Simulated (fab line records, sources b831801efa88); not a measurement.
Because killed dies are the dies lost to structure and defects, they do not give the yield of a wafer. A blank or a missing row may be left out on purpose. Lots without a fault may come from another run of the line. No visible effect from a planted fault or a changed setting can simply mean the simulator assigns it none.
fab line records ; flow gf180mcu
record: lots: 14; wafers: 42; lastDay: 34
route steps=602 shown HV_LDD@182 M4@462 MIM@507 PASSIVATION@588
lots that met no fault: taken from a fault-free run of the same line
startH: hours from the record's opening day to when the first of the lot's shown wafers began ; waitH: hours since the lot's step before ; " the same as in the row above ; L1.1+2: several wafers, shown together as one row ; - either no value or no given start ; * or withheld: withheld ; < > ~ a bound
route shown NAME@n: names a module that has steps shown in the file, with the first one's number in the route ; usual: mean/standard deviation of fault-free wafers ; same: alike in all rows ; chamber/n: place in a boat ; sites: readings site by site ; _std_site: the standard deviation of these ; _edge_site: outer sites' mean less inner sites' ; radiusMm: for every site, how far away it sits from the centre of the wafer ; mask NAME#n: copy n ; behind: tool/chamber where the wafer was last shaped ; hold: the reason the lot was held/the length of the hold in hours/how it ended ; device: which transistor (n, p or np) failed to switch ; end of line: tests of these same wafers at the route's end ; where a step has no rows: the recipe by itself ; killed: dies that structure and defects cost at the first sort, which is not the same as the wafer's yield ; map: shows each die of a wafer: x if killed, . if not, _ if none is there
set.NAME: setting as actually run; set.NAME@STEP: the setting as run at that earlier step ; model.NAME: the simulator's own value behind a step, which no gauge read
one table for each step of the route and one row for each wafer, over a sample of lots
services: the hour from which a tool's chamber was out of use, counted from the record's first day as startH (under 0 if before that day), plus the number of hours and why
== steps ==
step: GF_HV_LDD_DEVELOP_06
recipe: developTimeS: 60; devTempC: 23
usual: developerTempC: 22.99/0.11
lot.wafer;tool;chamber;startH;waitH;developerTempC
L156.2;lithoTrack-04;0;216.47;0.1;23.09
L156.4;lithoTrack-04;0;216.47;0.1;23.23
L156.6;lithoTrack-04;0;216.47;0.1;22.99
L159.1;lithoTrack-04;0;238.90;0.1;22.94
L159.2;lithoTrack-04;0;238.90;0.1;23.20
L159.5;lithoTrack-04;0;238.90;0.1;22.93
L160.2;lithoTrack-02;0;254.36;0.1;22.85
L160.3;lithoTrack-02;0;254.36;0.1;22.82
L160.5;lithoTrack-02;0;254.36;0.1;23.01
L163.1;lithoTrack-04;0;283.95;0.1;23.11
L163.3;lithoTrack-04;0;283.95;0.1;23.04
L163.5;lithoTrack-04;0;283.95;0.1;23.10
L164.1;lithoTrack-02;0;284.03;0.1;22.99
L164.2;lithoTrack-02;0;284.03;0.1;22.99
L164.4;lithoTrack-02;0;284.03;0.1;22.95
L165.2;lithoTrack-02;0;302.05;0.1;22.81
L165.3;lithoTrack-02;0;302.05;0.1;22.93
L165.4;lithoTrack-02;0;302.05;0.1;23.05
L166.4;lithoTrack-04;0;302.17;0.1;22.90
L166.5;lithoTrack-04;0;302.17;0.1;22.85
L166.6;lithoTrack-04;0;302.17;0.1;22.95
L168.1;lithoTrack-02;0;322.63;0.1;23.04
L168.2;lithoTrack-02;0;322.63;0.1;22.89
L168.4;lithoTrack-02;0;322.63;0.1;22.84
L170.1;lithoTrack-04;0;330.35;0.1;20.57
L170.3;lithoTrack-04;0;330.35;0.1;20.55
L170.4;lithoTrack-04;0;330.35;0.1;20.50
L172.2;lithoTrack-01;0;344.53;0.1;23.13
L172.5;lithoTrack-01;0;344.53;0.1;22.86
L172.6;lithoTrack-01;0;344.53;0.1;22.95
L174.4;lithoTrack-04;0;349.07;0.1;20.66
L174.5;lithoTrack-04;0;349.07;0.1;20.76
L174.6;lithoTrack-04;0;349.07;0.1;20.89
L177.2;lithoTrack-02;0;372.50;0.1;22.82
L177.3;lithoTrack-02;0;372.50;0.1;23.09
L177.6;lithoTrack-02;0;372.50;0.1;23.14
L178.3;lithoTrack-01;0;385.21;0.1;23.10
L178.5;lithoTrack-01;0;385.21;0.1;23.20
L178.6;lithoTrack-01;0;385.21;0.1;23.02
L179.3;lithoTrack-01;0;388.01;0.1;23.02
L179.5;lithoTrack-01;0;388.01;0.1;23.03
L179.6;lithoTrack-01;0;388.01;0.1;23.05
step: GF_HV_LDD_CD_MEAS_07
recipe: targetCdNm: 400
usual: cdNm: 399.6/2.4
lot.wafer;tool;chamber;startH;waitH;cdNm
L156.2;cdSem-01;-;216.62;0.1;396.2
L156.4;cdSem-01;-;216.62;0.1;398.1
L156.6;cdSem-01;-;216.62;0.1;399.8
L159.1;cdSem-02;-;239.05;0.1;403.9
L159.2;cdSem-02;-;239.05;0.1;401.7
L159.5;cdSem-02;-;239.05;0.1;405.8
L160.2;cdSem-01;-;254.50;0.1;405.4
L160.3;cdSem-01;-;254.50;0.1;402.9
L160.5;cdSem-01;-;254.50;0.1;403.7
L163.1;cdSem-01;-;284.10;0.1;399.8
L163.3;cdSem-01;-;284.10;0.1;397.7
L163.5;cdSem-01;-;284.10;0.1;399.7
L164.1;cdSem-02;-;284.18;0.1;396.7
L164.2;cdSem-02;-;284.18;0.1;396.5
L164.4;cdSem-02;-;284.18;0.1;399.7
L165.2;cdSem-02;-;302.20;0.1;399.9
L165.3;cdSem-02;-;302.20;0.1;399.5
L165.4;cdSem-02;-;302.20;0.1;398.5
L166.4;cdSem-02;-;302.48;0.3;397.3
L166.5;cdSem-02;-;302.48;0.3;397.1
L166.6;cdSem-02;-;302.48;0.3;398.9
L168.1;cdSem-01;-;322.78;0.1;401.5
L168.2;cdSem-01;-;322.78;0.1;400.5
L168.4;cdSem-01;-;322.78;0.1;401.7
L170.1;cdSem-01;-;330.50;0.1;409.2
L170.3;cdSem-01;-;330.50;0.1;412.5
L170.4;cdSem-01;-;330.50;0.1;410.5
L172.2;cdSem-01;-;344.68;0.1;400.6
L172.5;cdSem-01;-;344.68;0.1;401.3
L172.6;cdSem-01;-;344.68;0.1;401.8
L174.4;cdSem-01;-;349.21;0.1;408.4
L174.5;cdSem-01;-;349.21;0.1;408.0
L174.6;cdSem-01;-;349.21;0.1;408.9
L177.2;cdSem-01;-;372.65;0.1;398.8
L177.3;cdSem-01;-;372.65;0.1;398.2
L177.6;cdSem-01;-;372.65;0.1;398.2
L178.3;cdSem-02;-;385.35;0.1;402.6
L178.5;cdSem-02;-;385.35;0.1;402.2
L178.6;cdSem-02;-;385.35;0.1;401.5
L179.3;cdSem-01;-;388.15;0.1;401.2
L179.5;cdSem-01;-;388.15;0.1;399.2
L179.6;cdSem-01;-;388.15;0.1;397.9
step: GF_M4_THK_MEAS_06
recipe: thkMeasGauge: xrf; reads: AlCu_of_M4_SPUTTER_02
usual: M4_ALCU_THK: 459/5.6
lot.wafer;tool;chamber;startH;waitH;M4_ALCU_THK[nm]
L156.2;filmMetro-01;-;515.46;0.1;460
L156.4;filmMetro-01;-;515.46;0.1;467
L156.6;filmMetro-01;-;515.46;0.1;455
L159.1;filmMetro-01;-;539.84;0.1;460
L159.2;filmMetro-01;-;539.84;0.1;459
L159.5;filmMetro-01;-;539.84;0.1;464
L160.2;filmMetro-03;-;560.66;0.1;463
L160.3;filmMetro-03;-;560.66;0.1;463
L160.5;filmMetro-03;-;560.66;0.1;459
L164.1;filmMetro-02;-;596.03;0.1;452
L164.2;filmMetro-02;-;596.03;0.1;459
L164.4;filmMetro-02;-;596.03;0.1;457
L163.1;filmMetro-03;-;596.33;0.1;465
L163.3;filmMetro-03;-;596.33;0.1;462
L163.5;filmMetro-03;-;596.33;0.1;458
L165.2;filmMetro-03;-;615.72;0.1;467
L165.3;filmMetro-03;-;615.72;0.1;465
L165.4;filmMetro-03;-;615.72;0.1;463
L166.4;filmMetro-01;-;616.63;0.1;457
L166.5;filmMetro-01;-;616.63;0.1;469
L166.6;filmMetro-01;-;616.63;0.1;458
L168.1;filmMetro-01;-;635.95;0.1;463
L168.2;filmMetro-01;-;635.95;0.1;457
L168.4;filmMetro-01;-;635.95;0.1;457
L170.1;filmMetro-01;-;642.68;0.1;457
L170.3;filmMetro-01;-;642.68;0.1;459
L170.4;filmMetro-01;-;642.68;0.1;455
L172.2;filmMetro-01;-;655.17;0.1;458
L172.5;filmMetro-01;-;655.17;0.1;459
L172.6;filmMetro-01;-;655.17;0.1;453
L174.4;filmMetro-01;-;659.61;0.1;462
L174.5;filmMetro-01;-;659.61;0.1;459
L174.6;filmMetro-01;-;659.61;0.1;460
L177.2;filmMetro-02;-;682.20;0.1;461
L177.3;filmMetro-02;-;682.20;0.1;455
L177.6;filmMetro-02;-;682.20;0.1;458
L178.3;filmMetro-01;-;690.38;0.1;459
L178.5;filmMetro-01;-;690.38;0.1;462
L178.6;filmMetro-01;-;690.38;0.1;458
L179.3;filmMetro-01;-;692.39;0.1;469
L179.5;filmMetro-01;-;692.39;0.1;462
L179.6;filmMetro-01;-;692.39;0.1;466
step: GF_MIM_SPUTTER_04
recipe: material: TiN; targetThkNm: 50; powerW: 6500; timeS: 41.7; chamberPressurePa: 0.4
usual: throttleValvePct: 29.6/0.53
lot.wafer;tool;chamber;startH;waitH;throttleValvePct
L156.2;pvdSputter-01;-;563.35;0.0;29.5
L156.4;pvdSputter-01;-;563.35;0.0;29.1
L156.6;pvdSputter-01;-;563.35;0.0;29.2
L159.1;pvdSputter-02;-;585.79;0.0;29.8
L159.2;pvdSputter-02;-;585.79;0.0;29.9
L159.5;pvdSputter-02;-;585.79;0.0;29.5
L160.2;pvdSputter-04;-;606.31;0.0;29.5
L160.3;pvdSputter-04;-;606.31;0.0;29.6
L160.5;pvdSputter-04;-;606.31;0.0;29.6
L164.1;pvdSputter-01;-;639.58;0.0;30.3
L164.2;pvdSputter-01;-;639.58;0.0;29.1
L164.4;pvdSputter-01;-;639.58;0.0;29.5
L163.1;pvdSputter-01;-;640.03;0.0;29.3
L163.3;pvdSputter-01;-;640.03;0.0;29.2
L163.5;pvdSputter-01;-;640.03;0.0;29.2
L165.2;pvdSputter-04;-;657.66;0.0;29.5
L165.3;pvdSputter-04;-;657.66;0.0;29.7
L165.4;pvdSputter-04;-;657.66;0.0;29.4
L166.4;pvdSputter-04;-;658.72;0.0;29.0
L166.5;pvdSputter-04;-;658.72;0.0;29.1
L166.6;pvdSputter-04;-;658.72;0.0;29.5
L168.1;pvdSputter-04;-;677.39;0.0;29.9
L168.2;pvdSputter-04;-;677.39;0.0;29.6
L168.4;pvdSputter-04;-;677.39;0.0;29.0
L170.1;pvdSputter-02;-;683.92;0.0;29.9
L170.3;pvdSputter-02;-;683.92;0.0;29.8
L170.4;pvdSputter-02;-;683.92;0.0;29.3
L172.2;pvdSputter-04;-;695.85;0.0;29.2
L172.5;pvdSputter-04;-;695.85;0.0;29.6
L172.6;pvdSputter-04;-;695.85;0.0;30.0
L174.4;pvdSputter-02;-;700.58;0.0;29.6
L174.5;pvdSputter-02;-;700.58;0.0;29.7
L174.6;pvdSputter-02;-;700.58;0.0;28.9
L177.2;pvdSputter-01;-;721.24;0.0;30.4
L177.3;pvdSputter-01;-;721.24;0.0;29.0
L177.6;pvdSputter-01;-;721.24;0.0;30.6
L178.3;pvdSputter-01;-;730.16;0.0;29.3
L178.5;pvdSputter-01;-;730.16;0.0;30.5
L178.6;pvdSputter-01;-;730.16;0.0;28.8
L179.3;pvdSputter-01;-;731.52;0.0;29.1
L179.5;pvdSputter-01;-;731.52;0.0;30.3
L179.6;pvdSputter-01;-;731.52;0.0;30.5
step: GF_PASSIVATION_THK_MEAS_01
recipe: reads: SiO2_of_PASSIVATION_CVD_00
usual: PASSIVATION_CVD_00_THK: 1001/12
lot.wafer;tool;chamber;startH;waitH;PASSIVATION_CVD_00_THK[nm]
L156.2;filmMetro-04;-;650.30;0.0;993
L156.4;filmMetro-04;-;650.30;0.0;1038
L156.6;filmMetro-04;-;650.30;0.0;1027
L159.1;filmMetro-04;-;670.22;0.0;1003
L159.2;filmMetro-04;-;670.22;0.0;1003
L159.5;filmMetro-04;-;670.22;0.0;1005
L160.2;filmMetro-02;-;689.65;0.0;977
L160.3;filmMetro-02;-;689.65;0.0;993
L160.5;filmMetro-02;-;689.65;0.0;1010
L164.1;filmMetro-04;-;719.86;0.0;983
L164.2;filmMetro-04;-;719.86;0.0;993
L164.4;filmMetro-04;-;719.86;0.0;995
L163.1;filmMetro-03;-;721.42;0.0;990
L163.3;filmMetro-03;-;721.42;0.0;1010
L163.5;filmMetro-03;-;721.42;0.0;1001
L165.2;filmMetro-04;-;736.72;0.0;986
L165.3;filmMetro-04;-;736.72;0.0;979
L165.4;filmMetro-04;-;736.72;0.0;998
L166.4;filmMetro-02;-;738.36;0.0;1019
L166.5;filmMetro-02;-;738.36;0.0;1019
L166.6;filmMetro-02;-;738.36;0.0;1018
L168.1;filmMetro-02;-;754.18;0.0;986
L168.2;filmMetro-02;-;754.18;0.0;992
L168.4;filmMetro-02;-;754.18;0.0;1003
L170.1;filmMetro-04;-;761.71;0.0;996
L170.3;filmMetro-04;-;761.71;0.0;988
L170.4;filmMetro-04;-;761.71;0.0;1005
L172.2;filmMetro-04;-;769.37;0.0;983
L172.5;filmMetro-04;-;769.37;0.0;999
L172.6;filmMetro-04;-;769.37;0.0;1007
L174.4;filmMetro-02;-;775.91;0.0;1003
L174.5;filmMetro-02;-;775.91;0.0;1023
L174.6;filmMetro-02;-;775.91;0.0;1012
L177.2;filmMetro-04;-;793.22;0.0;998
L177.3;filmMetro-04;-;793.22;0.0;1003
L177.6;filmMetro-04;-;793.22;0.0;1020
L178.3;filmMetro-04;-;801.20;0.1;991
L178.5;filmMetro-04;-;801.20;0.1;1001
L178.6;filmMetro-04;-;801.20;0.1;992
L179.3;filmMetro-03;-;801.73;0.1;988
L179.5;filmMetro-03;-;801.73;0.1;1004
L179.6;filmMetro-03;-;801.73;0.1;992
== services ==
tool;chamber;startH;hours;kind
pvdSputter-01;-;199.58;5.0;repair
pvdSputter-02;-;224.68;1.3;repair
pvdSputter-01;-;237.90;6.4;repair
pvdSputter-01;-;253.34;5.4;repair
pvdSputter-04;1;312.17;-;consumableReplace:kit
pvdSputter-04;1;312.17;18.0;scheduledDown
pvdSputter-04;1;312.17;18.0;ventCycle
pvdSputter-02;-;327.51;4.7;repair
pvdSputter-01;-;414.40;14.3;repair
pvdSputter-04;-;481.41;1.1;repair
pvdSputter-04;0;485.21;-;consumableReplace:kit
pvdSputter-04;0;485.21;18.0;scheduledDown
pvdSputter-04;0;485.21;18.0;ventCycle
pvdSputter-01;2;489.07;-;consumableReplace:kit
pvdSputter-01;2;489.07;18.0;scheduledDown
pvdSputter-01;2;489.07;18.0;ventCycle
pvdSputter-02;-;557.11;1.6;repair
pvdSputter-01;-;587.81;0.8;repair
pvdSputter-04;-;611.84;18.6;repair
pvdSputter-04;-;636.75;11.1;repair
pvdSputter-02;-;647.12;3.4;repair
pvdSputter-04;3;677.92;-;consumableReplace:kit
pvdSputter-04;3;677.92;18.0;scheduledDown
pvdSputter-04;3;677.92;18.0;ventCycle
== key ==
firstSign: step: GF_HV_LDD_DEVELOP_06; reading: developerTempC; direction: down; sigmas: 21; usual: *; struck: *
effect: step: GF_HV_LDD_CD_MEAS_07; reading: cdNm; direction: up; sigmas: 4.2; usual: 399.6; struck: 409.6
metAt GF_HV_LDD_DEVELOP_06
struckLots L170,L174
testerLeftOut L170,L174
notActingAt GF_M4_THK_MEAS_06,GF_MIM_SPUTTER_04,GF_PASSIVATION_THK_MEAS_01
onsetBetween 302.17 330.35
fault: kind: processParameterDrift; tool: lithoTrack-04; chamber: -; onsetH: 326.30; steps: GF_HV_LDD_DEVELOP_06; channel: devTempC; offset: *; shape: step; endH: 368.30; actsIn: *; stated: *
testerLeftOut: of these lots the tester's yield and bins aren't shown, on N5 and GAA mostly nor the transistor test; their killed dies are dies lost to structure and defects alone, not to doping, threshold or leakage, so they don't give the yield
